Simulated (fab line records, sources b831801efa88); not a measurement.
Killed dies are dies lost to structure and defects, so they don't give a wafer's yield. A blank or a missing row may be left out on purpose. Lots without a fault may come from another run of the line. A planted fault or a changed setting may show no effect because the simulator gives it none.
A struck lot beside a sound one | flow sky130 | 39 steps out of a route of 708
Sound: wafers L883.3, L883.4, L883.6. Struck: wafers L900.1, L900.2, L900.6. The cause comes at the end.
At each step with rows: each side's tool, then ch and its chambers, then its first start. Under that, the readings that differ: sound wafers | struck wafers | difference of the means | sigmas: that difference in standard deviations of wafers without a fault.
alike: readings whose means differ by less than 2 such deviations, and words and numbers that are the same on both sides. not compared: withheld readings, readings that some wafer has no value for, bounds like >300 that may hide the same value, and numbers for which the record gives no deviation and whose values overlap.
The two part at a step that has a row with sigmas, a row that says differs or no value, or rows on one side only. Numbers that don't overlap but have no deviation are shown without sigmas and don't part them. A reading that every wafer of one side lacks parts them only if that side has two wafers or more.

first, 10 steps without rows for these wafers: SKY_VIA4_STRIP_14 (strips in post etch residue remover, time 1200 s); SKY_VIA4_CLEAN_15 (cleans in IPA, time 180 s); SKY_VIA4_CLEAN_16 (cleans in O3/DIW); SKY_VIA4_SPUTTER_17 (material TiN, target thk 20 nm, time 80 s); SKY_VIA4_CVD_18 (deposits W, target thk 505 nm, time 152.14 s); SKY_VIA4_CMP_21 (polishes, stops on SiO2, t overpolish 25 s, target thk 0 nm); SKY_METAL5_SPUTTER_00 (material Ti, target thk 15 nm, time 10 s); SKY_METAL5_SPUTTER_01 (material TiN, target thk 20 nm, time 16.7 s); SKY_METAL5_SPUTTER_02 (material AlCu, target thk 1150 nm, time 64.13 s); SKY_METAL5_SPUTTER_03 (material Ti, target thk 5 nm, time 3.3 s).
SKY_METAL5_SPUTTER_04: material TiN, target thk 70 nm, time 58.3 s.
  sound on pvd_sputter-03, day 43 06:38; struck on pvd_sputter-03, day 47 20:58
  reading                                    | sound             | struck            | difference | sigmas
  model.TiN_of_METAL5_SPUTTER_04.thk_nm (nm) | 69.48 69.46 70.19 | 46.56 47.87 47.62 | -22.36     |
  alike: chamber_pressure_pa, throttle_valve_pct
SKY_METAL5_THK_MEAS_06: measures by xrf.
  sound on film_metro-03, day 43 06:49; struck on film_metro-04, day 47 21:08
  reading              | sound          | struck         | difference | sigmas
  METAL5_ALCU_THK (nm) | 1189 1182 1183 | 1268 1260 1269 | +81        | +6
then, 10 steps without rows for these wafers: SKY_METAL5_DEHYDRATE_07 (time 60 s); SKY_METAL5_HMDS_08 (prime time 60 s); SKY_METAL5_COAT_09 (resist thk 1800 nm); SKY_METAL5_SOFTBAKE_10 (time 60 s); SKY_METAL5_EXPOSE_11 (exposes mask MM5, target cd 1600 nm); SKY_METAL5_PEB_12; SKY_METAL5_DEVELOP_13 (develop time 60 s); SKY_METAL5_DESCUM_14 (chemistry O2, time 11 s); SKY_METAL5_METAL_ETCH_15 (etches the open film in Cl2/BCl3, stops on SiO2, target depth 1260 nm, time 252 s); SKY_METAL5_STRIP_16 (strips in O2/N2).
SKY_METAL5_STRIP_17: strips in post etch residue remover, time 1200 s.
  sound on wet_bench-01 ch 0, day 44 04:55; struck on wet_bench-02 ch 3, day 48 15:16
  reading                                    | sound             | struck           | difference | sigmas
  model.TiN_of_METAL5_SPUTTER_04.thk_nm (nm) | 69.06 69.04 69.77 | 46.14 47.45 47.2 | -22.36     |
then, 11 steps without rows for these wafers: SKY_METAL5_CLEAN_18 (cleans in IPA, time 180 s); SKY_METAL5_CLEAN_19 (cleans in O3/DIW); SKY_PASSIVATION_CVD_00 (deposits SiO2, target thk 90 nm); SKY_PASSIVATION_CVD_02 (deposits Si3N4, target thk 540 nm); SKY_PASSIVATION_DEHYDRATE_04 (time 60 s); SKY_PASSIVATION_HMDS_05 (prime time 60 s); SKY_PASSIVATION_COAT_06 (resist thk 3000 nm); SKY_PASSIVATION_SOFTBAKE_07; SKY_PASSIVATION_EXPOSE_08 (exposes mask NSM, target cd 3000 nm); SKY_PASSIVATION_PEB_09; SKY_PASSIVATION_DEVELOP_10 (develop time 60 s).
SKY_PASSIVATION_ETCH_11: etches the open film in CF4/O2, stops on AlCu, target depth 725 nm, time 161.1 s.
  sound on rie_diel-03 ch 2,3, day 45 03:23; struck on rie_diel-02 ch 2,3, day 49 10:23
  reading                                 | sound             | struck            | difference | sigmas
  oes_product_au (a.u.)                   | 0.981 0.983 0.991 | 0.953 0.956 0.963 | -0.028     | -4
  model.PASSIVATION.feature_depth_nm (nm) | 699.3 721.6 713.1 | 671.5 672 686.6   | -34.6      |
  alike: O2_flow_sccm, bias_w, drypump_motor_current_A, throttle_valve_pct
  not compared: rf_hours_counter_h
then, 2 steps without rows for these wafers: SKY_PASSIVATION_STRIP_12 (strips in O2/N2); SKY_PAD_OPEN_DEHYDRATE_00 (time 60 s).
SKY_PAD_OPEN_ETCH_07: etches the open film in CF4/O2, stops on AlCu, target depth 725 nm, time 159 s.
  sound on rie_diel-01 ch 0,2, day 45 23:50; struck on rie_diel-03 ch 0,1,3, day 50 03:29
  reading                              | sound             | struck            | difference | sigmas
  oes_product_au (a.u.)                | 0.982 0.987 0.982 | 0.959 0.952 0.977 | -0.021     | -3
  model.PAD_OPEN.feature_depth_nm (nm) | 699.3 700.3 701   | 671.5 672 686.6   | -23.5      |
  alike: O2_flow_sccm, bias_w, drypump_motor_current_A, throttle_valve_pct
  not compared: rf_hours_counter_h
SKY_PAD_OPEN_PROBE_99:
  sound on prober-01, day 46 02:16; struck on prober-02, day 50 05:51
  alike: defect_limited_yield, killed_at_M0_to_M3, killed_at_M4_up, killed_at_contacts, killed_at_front_end, killed_at_other, killed_dies, killed_open, killed_short, sort_bin_3_pad_short, sort_bin_5_function, sort_bin_6_memory, sort_n_pass, sort_yield_pct

WHERE THEY PART
First at SKY_METAL5_THK_MEAS_06; last, within this record, at SKY_PAD_OPEN_ETCH_07. Later steps at which nothing parts them and some readings are alike: SKY_PAD_OPEN_PROBE_99.

WHY: what the simulator had put in
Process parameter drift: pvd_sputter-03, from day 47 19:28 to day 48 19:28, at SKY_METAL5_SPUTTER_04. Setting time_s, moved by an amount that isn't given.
